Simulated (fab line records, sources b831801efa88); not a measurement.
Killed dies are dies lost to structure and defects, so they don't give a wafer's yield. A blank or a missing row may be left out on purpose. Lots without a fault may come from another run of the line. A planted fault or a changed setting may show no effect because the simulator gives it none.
Chamber matching | flow gf180mcu | GF_V3_CVD_02 on pecvd-02: 3 sister chambers
The step deposits SiO2 from TEOS, target thk 850 nm, time 94.851 s. 20 wafers are shown with their chamber, then 10 later ones without.

WAFERS WITH THEIR CHAMBER
wafer  | chamber | heater_power_w (W)
L302.1 | 1       | 629
L302.2 | 2       | 525
L302.3 | 0       | 643
L304.3 | 0       | 636
L304.5 | 0       | 651
L304.6 | 1       | 678
L306.1 | 1       | 592
L306.3 | 0       | 643
L306.4 | 1       | 641
L307.1 | 1       | 671
L307.2 | 2       | 543
L307.3 | 0       | 543
L309.2 | 0       | 564
L309.3 | 1       | 662
L309.5 | 2       | 528
L318.1 | 2       | 521
L318.2 | 0       | 674
L318.4 | 1       | 656
L319.1 | 0       | 621
L319.2 | 1       | 694

SIGNATURES (means of the wafers above)
reading        | chamber 0 | chamber 1 | chamber 2 | scatter within a chamber
heater_power_w | 621.88    | 652.88    | 529.25    | 35.7
Rule: a wafer's distance from a chamber is the root of the sum, over the readings, of the square of ((its reading less the chamber's mean) divided by the reading's scatter). The wafer belongs to the nearest chamber; if the next one is less than 2 further off, it can't be placed. The scatter: the root of (the sum of the squares of (reading less its chamber's mean) over the shown wafers, divided by (wafers less chambers)).

WAFERS WITHOUT THEIR CHAMBER
wafer  | heater_power_w (W)
L319.5 | 663
L320.1 | 576
L320.4 | 605
L320.6 | 617
L321.2 | 586
L321.4 | 604
L321.6 | 703
L323.2 | 568
L323.3 | 530
L323.6 | 570

WHICH CHAMBER EACH WENT THROUGH
wafer  | from the rows above          | in truth
L319.5 | can't be placed: 1 or 0      | 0
L320.1 | can't be placed: 0 or 2 or 1 | 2
L320.4 | can't be placed: 0 or 1 or 2 | 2
L320.6 | can't be placed: 0 or 1      | 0
L321.2 | can't be placed: 0 or 2 or 1 | 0
L321.4 | can't be placed: 0 or 1 or 2 | 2
L321.6 | can't be placed: 1 or 0      | 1
L323.2 | can't be placed: 2 or 0 or 1 | 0
L323.3 | 2                            | 2
L323.6 | can't be placed: 2 or 0 or 1 | 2
Placed correctly: 1 of 10. Can't be placed from these rows: 9 (the true chamber is among the candidates in 9). Placed wrongly: 0.
